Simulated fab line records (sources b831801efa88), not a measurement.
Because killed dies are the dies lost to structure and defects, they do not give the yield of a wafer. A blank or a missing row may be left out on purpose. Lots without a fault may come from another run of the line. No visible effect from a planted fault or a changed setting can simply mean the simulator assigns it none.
What tool caused it? | flow gf180mcu | 13 lots, 39 wafers sampled, at 6 steps of a route of 602

WHAT THE GAUGES READ, wafer by wafer
GF_CONTACT_THK_MEAS_01. Usual: CONTACT_CVD_00_THK typically reads 300 nm, with standard deviation 3.4.
lot  | measured     | on           | CONTACT_CVD_00_THK (nm) | flag
L356 | day 16 02:40 | filmMetro-02 | 301 297 301             | 
L357 | day 16 11:40 | filmMetro-01 | 298 300 300             | 
L358 | day 16 15:46 | filmMetro-02 | 298 296 292             | 
L360 | day 17 10:25 | filmMetro-02 | 302 299 300             | 
L359 | day 17 13:09 | filmMetro-01 | 301 305 302             | 
L362 | day 18 01:23 | filmMetro-03 | 301 299 296             | 
L363 | day 18 04:42 | filmMetro-02 | 295 294 291             | 
L364 | day 18 22:30 | filmMetro-02 | 298 298 299             | 
L367 | day 19 19:06 | filmMetro-02 | 298 300 297             | 
L369 | day 20 16:43 | filmMetro-01 | 300 302 298             | 
L372 | day 21 10:48 | filmMetro-02 | 302 238 295             | OFF
L376 | day 22 23:57 | filmMetro-02 | 303 302 306             | 
L377 | day 23 02:02 | filmMetro-01 | 299 303 307             | 

GF_M3_OVL_MEAS_15. Usual: M3_OVL typically reads 0 nm, with standard deviation 4.8.
lot  | measured     | on         | M3_OVL (nm) | flag
L356 | day 22 08:46 | overlay-01 | 2 -4 -5     | 
L357 | day 22 18:48 | overlay-02 | 1 5 4       | 
L358 | day 22 21:25 | overlay-01 | -2 2 -2     | 
L360 | day 23 17:13 | overlay-01 | 6 1 5       | 
L359 | day 23 20:21 | overlay-02 | 3 -2 7      | 
L362 | day 24 04:56 | overlay-01 | 2 4 3       | 
L363 | day 24 11:50 | overlay-01 | -2 -11 -2   | 
L364 | day 25 02:46 | overlay-01 | 1 0 2       | 
L367 | day 25 20:57 | overlay-01 | 2 -5 -1     | 
L369 | day 26 16:28 | overlay-01 | 1 3 9       | 
L372 | day 27 07:52 | overlay-01 | -8 -6 -7    | 
L376 | day 28 15:15 | overlay-01 | 7 5 3       | 
L377 | day 28 16:15 | overlay-01 | 0 5 -1      | 

GF_V3_THK_MEAS_01. Usual: V3_CVD_00_THK typically reads 600 nm, with standard deviation 6.1.
lot  | measured     | on           | V3_CVD_00_THK (nm) | flag
L356 | day 22 09:35 | filmMetro-04 | 606 602 596        | 
L357 | day 22 19:35 | filmMetro-01 | 606 608 603        | 
L358 | day 22 22:12 | filmMetro-04 | 603 595 609        | 
L360 | day 23 18:03 | filmMetro-02 | 619 604 612        | 
L359 | day 23 21:07 | filmMetro-04 | 600 590 595        | 
L362 | day 24 05:43 | filmMetro-02 | 608 596 595        | 
L363 | day 24 12:40 | filmMetro-04 | 603 592 587        | 
L364 | day 25 03:36 | filmMetro-02 | 596 603 614        | 
L367 | day 25 21:43 | filmMetro-02 | 604 602 606        | 
L369 | day 26 17:22 | filmMetro-02 | 599 600 598        | 
L372 | day 27 08:38 | filmMetro-04 | 599 601 597        | 
L376 | day 28 16:03 | filmMetro-04 | 602 612 608        | 
L377 | day 28 17:01 | filmMetro-02 | 592 589 599        | 

GF_M5_CD_MEAS_07 targets a cd of 280 nm. Usual: cdNm 280.1 nm, standard deviation 1.3.
lot  | measured     | on       | cdNm (nm)         | flag
L356 | day 27 03:23 | cdSem-01 | 279.3 279.4 280.3 | 
L357 | day 27 13:27 | cdSem-02 | 276.9 277.8 276.3 | 
L358 | day 27 14:15 | cdSem-02 | 281.3 281.0 279.5 | 
L360 | day 28 06:47 | cdSem-01 | 280.6 280.3 280.8 | 
L359 | day 28 09:02 | cdSem-02 | 280.7 280.3 279.5 | 
L362 | day 28 17:43 | cdSem-01 | 280.0 280.2 279.7 | 
L363 | day 29 00:01 | cdSem-02 | 282.1 281.3 282.1 | 
L364 | day 29 14:15 | cdSem-01 | 279.8 279.4 278.9 | 
L367 | day 30 06:07 | cdSem-01 | 279.7 278.4 279.2 | 
L369 | day 30 23:54 | cdSem-01 | 278.7 278.9 279.1 | 
L372 | day 31 12:13 | cdSem-02 | 280.5 281.5 281.8 | 
L376 | day 32 15:45 | cdSem-02 | 278.7 279.9 278.4 | 
L377 | day 32 17:02 | cdSem-01 | 280.4 278.7 279.0 | 

TOOL THAT RAN EACH LOT (tool first, then ch and the chambers of the sampled wafers, then the start)
lot  | GF_CONTACT_CVD_00                | GF_CONTACT_ETCH_17
L356 | hdpcvd-02 ch 0,2, day 16 02:37   | rieDiel-02 ch 1,2,3, day 22 08:46 or earlier
L357 | hdpcvd-02 ch 0,1,2, day 16 11:37 | rieDiel-03 ch 0,1, day 22 18:48 or earlier
L358 | hdpcvd-02 ch 0,1, day 16 15:43   | rieDiel-01 ch 0,1,3, day 22 21:25 or earlier
L360 | hdpcvd-01 ch 0,1, day 17 10:22   | rieDiel-01 ch 0,1,3, day 23 17:13 or earlier
L359 | hdpcvd-02 ch 0,2, day 17 13:07   | rieDiel-02 ch 0,1,3, day 23 20:21 or earlier
L362 | hdpcvd-01 ch 0,1,2, day 18 01:19 | rieDiel-02 ch 0,1, day 24 04:56 or earlier
L363 | hdpcvd-02 ch 0,1,2, day 18 04:39 | rieDiel-01 ch 0,1, day 24 11:50 or earlier
L364 | hdpcvd-01 ch 0,1, day 18 22:26   | rieDiel-02 ch 1,3, day 25 02:46 or earlier
L367 | hdpcvd-02 ch 1,2, day 19 19:03   | rieDiel-02 ch 0,2, day 25 20:57 or earlier
L369 | hdpcvd-01 ch 0,1,2, day 20 16:40 | rieDiel-02 ch 1,3, day 26 16:28 or earlier
L372 | hdpcvd-01 ch 0,1,2, day 21 10:45 | rieDiel-03 ch 0,1,3, day 27 07:52 or earlier
L376 | hdpcvd-02 ch 0,1,2, day 22 23:54 | rieDiel-03 ch 1,3, day 28 15:15 or earlier
L377 | hdpcvd-02 ch 0,1,2, day 23 02:00 | rieDiel-03 ch 0,3, day 28 16:15 or earlier
- GF_CONTACT_CVD_00: deposits SiO2, target thk 300 nm, time 50 s.
- GF_CONTACT_ETCH_17: etches SiO2 in C4F8/O2/Ar, stops on CoSi2, target depth 860 nm.

AS READ BY THE TOOLS THEMSELVES (means over the sampled wafers that have a number; for cases with no such wafer, the mark the record gives instead)
GF_CONTACT_ETCH_17. Usual: chamberPressureMTorr 40.00 mTorr, standard deviation 0.041; oesProductAu 0.814 a.u., standard deviation 0.0052.
lot  | tool       | chamberPressureMTorr (mTorr) | oesProductAu (a.u.) | flag
L356 | rieDiel-02 | 40.00                        | 0.817               | 
L357 | rieDiel-03 | 40.02                        | 0.813               | 
L358 | rieDiel-01 | 39.98                        | 0.814               | 
L360 | rieDiel-01 | 40.00                        | 0.815               | 
L359 | rieDiel-02 | 39.99                        | 0.817               | 
L362 | rieDiel-02 | 40.04                        | 0.810               | 
L363 | rieDiel-01 | 40.02                        | 0.810               | 
L364 | rieDiel-02 | 40.02                        | 0.816               | 
L367 | rieDiel-02 | 39.98                        | 0.811               | 
L369 | rieDiel-02 | 40.01                        | 0.814               | 
L372 | rieDiel-03 | 40.03                        | 0.808               | 
L376 | rieDiel-03 | 40.00                        | 0.819               | 
L377 | rieDiel-03 | 40.00                        | 0.809               | 

THE ANSWER, worked out from the rows above alone
Rule: a lot is off if the mean of its wafers that have a number lies more than 3 standard deviations from the usual mean. Also off: a lot with no number at a reading for which 4 or more lots have one. All remaining lots with rows at the step are treated as sound. Order of review: gauges by route order, followed by the tools' own readings, for which a lot's mean as printed above is used. At the first step where some lot is off, the reading lying furthest off is the one used; lots without a number count as furthest.
Off: L372, seen at GF_CONTACT_THK_MEAS_01 (CONTACT_CVD_00_THK).
If a tool, at a process step before that reading, ran all the lots that are off and no sound lot after the first of them, it fits. Gauges at GF_CONTACT_THK_MEAS_01: tried the same way as those tools. One candidate fits, namely hdpcvd-01 at GF_CONTACT_CVD_00. Its last sound lot is L369 (day 20 16:40), its first lot that is off L372 (day 21 10:45): a fault that began between those two fits.

WHAT THE SIMULATOR PUT IN
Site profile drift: hdpcvd-01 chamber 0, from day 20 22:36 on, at GF_CONTACT_CVD_00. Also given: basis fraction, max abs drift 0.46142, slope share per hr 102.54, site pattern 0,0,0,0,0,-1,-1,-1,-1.
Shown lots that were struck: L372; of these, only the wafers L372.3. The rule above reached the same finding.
